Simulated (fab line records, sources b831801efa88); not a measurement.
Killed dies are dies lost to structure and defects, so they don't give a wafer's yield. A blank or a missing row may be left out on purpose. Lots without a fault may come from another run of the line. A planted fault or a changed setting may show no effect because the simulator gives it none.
One fault seen from 2 desks | flow sky130 | each desk has only its own numbers; what lay behind them comes last

THE METROLOGY DESK
What the gauges read, lot by lot, whatever tool the lot ran on: means of the sampled wafers that have a number. A lot is out of limits, marked OUT, if its mean lies more than 4 standard deviations from the usual mean; the brackets give that distance.
Columns: A = VIA1_HDPCVD_THK at SKY_VIA1_THK_MEAS_01, usual 1033 nm; B = cd_nm at SKY_VIA1_CD_MEAS_12, usual 149.8 nm
lot  | first seen here | A    | B
L804 | day 34 06:46    | 1022 | 150.2
L805 | day 34 07:49    | 1026 | 150.0
L806 | day 34 19:49    | 1043 | 149.6
L815 | day 38 00:54    | 1037 | 150.1
L818 | day 38 03:32    | 1034 | 151.3
L821 | day 39 09:11    | 1031 | 149.5
L820 | day 39 10:59    | 1026 | 149.0
L823 | day 39 12:31    | 1034 | 149.9
This desk's finding: nothing out of limits on any of the 8 lots.

THE TOOL OWNER'S DESK: rie_metal-03
The tool's own readings at SKY_METAL1_METAL_ETCH_19 (etches the open film in Cl2/BCl3, stops on SiO2, target depth 360 nm, time 78 s): means of the sampled wafers that have a number, for each lot that ran on this tool. A lot is out of limits, marked OUT, if its mean lies more than 4 standard deviations from the usual mean; the brackets give that distance.
Columns: A = bias_w at SKY_METAL1_METAL_ETCH_19, usual 48.50 W; B = drypump_motor_current_A at SKY_METAL1_METAL_ETCH_19, usual 5.90 A; C = he_backside_leak_sccm at SKY_METAL1_METAL_ETCH_19, usual 3.35 sccm; D = mfc_cl2_sccm at SKY_METAL1_METAL_ETCH_19, usual 60.02 sccm; E = oes_product_au at SKY_METAL1_METAL_ETCH_19, usual 0.857 a.u.; F = throttle_valve_pct at SKY_METAL1_METAL_ETCH_19, usual 22.264 %
lot  | first seen here | A     | B    | C    | D     | E               | F
L805 | day 34 06:58    | 48.51 | 5.83 | 3.26 | 59.87 | 0.857           | 22.271
L811 | day 36 22:25    | 48.48 | 5.67 | 3.38 | 60.13 | 0.790 (-13) OUT | 22.259
L813 | day 36 23:45    | 48.44 | 5.66 | 3.45 | 60.06 | 0.789 (-13) OUT | 22.265
L821 | day 39 08:23    | 48.35 | 5.66 | 3.40 | 60.11 | 0.853           | 22.257
L820 | day 39 10:08    | 48.37 | 5.66 | 3.49 | 60.06 | 0.862           | 22.266
This desk's finding: out of limits on L811, L813; first on L811, day 36 22:25 (oes_product_au at SKY_METAL1_METAL_ETCH_19). In limits: L805, L821, L820.

PUT TOGETHER
The tool owner's desk could have raised an alarm at day 36 22:25, on L811, L813.
The metrology desk saw nothing out of limits.
The metrology desk has no number on record for L811, L813.
Of the lots named, all ran SKY_METAL1_METAL_ETCH_19 on rie_metal-03.

WHAT THE SIMULATOR HAD PUT IN
Process parameter drift: rie_metal-03, from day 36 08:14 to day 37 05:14, at SKY_METAL1_METAL_ETCH_19. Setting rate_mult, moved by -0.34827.
Lots struck among those shown: L811, L813.
Hours from the fault's start to each desk's first reading out of limits: the tool owner's desk, 14.
